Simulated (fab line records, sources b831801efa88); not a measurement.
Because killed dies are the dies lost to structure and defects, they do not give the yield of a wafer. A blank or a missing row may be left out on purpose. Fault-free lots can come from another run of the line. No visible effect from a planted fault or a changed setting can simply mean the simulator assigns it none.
What tool caused it? -- flow gf180mcu -- 36 wafers from 12 lots sampled at 4 of the route's 602 steps

## WHAT THE GAUGES READ, wafer by wafer
GF_V3_OVL_MEAS_15.
lot,measured,on,V3_OVL (nm)
L075,day 22 16:09,overlay-02,-8 -4 -6
L077,day 23 04:20,overlay-02,-3 -9 -4
L079,day 24 03:30,overlay-02,-3 -1 7
L081,day 25 06:46,overlay-01,-2 -7 0
L083,day 25 17:42,overlay-02,2 -4 -1
L085,day 26 07:58,overlay-02,-3 -7 -3
L087,day 26 19:06,overlay-02,2 -4 -2
L089,day 27 10:15,overlay-01,1 -1 -9
L091,day 28 00:28,overlay-02,9 9 9
L093,day 28 14:41,overlay-01,-2 -3 0
L095,day 29 07:00,overlay-02,-3 8 -5
L097,day 29 13:56,overlay-01,3 -1 5

## TOOL THAT RAN EACH LOT (tool first, then ch and the chambers of the sampled wafers, then the start)
lot,GF_V2_ETCH_16,GF_V2_ETCH_17,GF_V2_SPUTTER_21
L075,"rieDiel-03 ch 0,1,3, day 20 13:50","rieDiel-03 ch 0,1,3, day 20 14:30 or earlier","pvdSputter-04, day 20 14:30"
L077,"rieDiel-02 ch 0,1,2, day 21 03:29","rieDiel-02 ch 0,1,2, day 21 04:09 or earlier","pvdSputter-04, day 21 04:09"
L079,"rieDiel-04 ch 1,2, day 22 02:29","rieDiel-04 ch 1,2, day 22 03:08 or earlier","pvdSputter-04, day 22 03:08"
L081,"rieDiel-03 ch 1,3, day 23 07:35","rieDiel-03 ch 1,3, day 23 08:14 or earlier","pvdSputter-02, day 23 08:14"
L083,"rieDiel-02 ch 0,1,3, day 23 19:20","rieDiel-02 ch 0,1,3, day 23 20:02 or earlier","pvdSputter-02, day 23 20:02"
L085,"rieDiel-02 ch 2,3, day 24 10:33","rieDiel-02 ch 2,3, day 24 11:14 or earlier","pvdSputter-01, day 24 11:14"
L087,"rieDiel-03 ch 1,3, day 24 22:23","rieDiel-03 ch 1,3, day 24 23:03 or earlier","pvdSputter-04, day 24 23:03"
L089,"rieDiel-02 ch 0,1, day 25 13:35","rieDiel-02 ch 0,1, day 25 14:17 or earlier","pvdSputter-02, day 25 14:17"
L091,"rieDiel-04 ch 1,2, day 26 03:56","rieDiel-04 ch 1,2, day 26 04:40 or earlier","pvdSputter-04, day 26 04:40"
L093,"rieDiel-04 ch 1,2, day 26 19:53","rieDiel-04 ch 1,2, day 26 20:32 or earlier","pvdSputter-04, day 26 20:32"
L095,"rieDiel-02 ch 2,3, day 27 10:53","rieDiel-02 ch 2,3, day 27 11:35 or earlier","pvdSputter-02, day 27 11:35"
L097,"rieDiel-03 ch 0,1,2, day 27 20:50","rieDiel-03 ch 0,1,2, day 27 21:32 or earlier","pvdSputter-02, day 27 21:32"
- GF_V2_ETCH_16: etches BARC in N2/H2.
- GF_V2_ETCH_17: etches SiO2 in C4F8/O2/Ar, stops on TiN, target depth 630 nm.
- GF_V2_SPUTTER_21: material Ti, target thk 15 nm, time 80.02 s.

## THE ANSWER, worked out from the rows above alone
Rule: usual is defined by the lots themselves. Put in order of their means at a reading, lots are off if they are a third of the lots or fewer, leave a main group of 4 or more, and stand apart from it by a gap of 3 or more times the standard deviation of the main group's means; of several such gaps the widest counts. A main group is skipped when, at the precision printed for the reading in the tables above, its means are all equal. A lot without any number at a reading at which 4 lots or more have one is off too. All remaining lots with rows at the step are treated as sound.
None of the lots is off at any reading shown; this tells nothing.

## WHAT WAS PUT IN BY THE SIMULATOR
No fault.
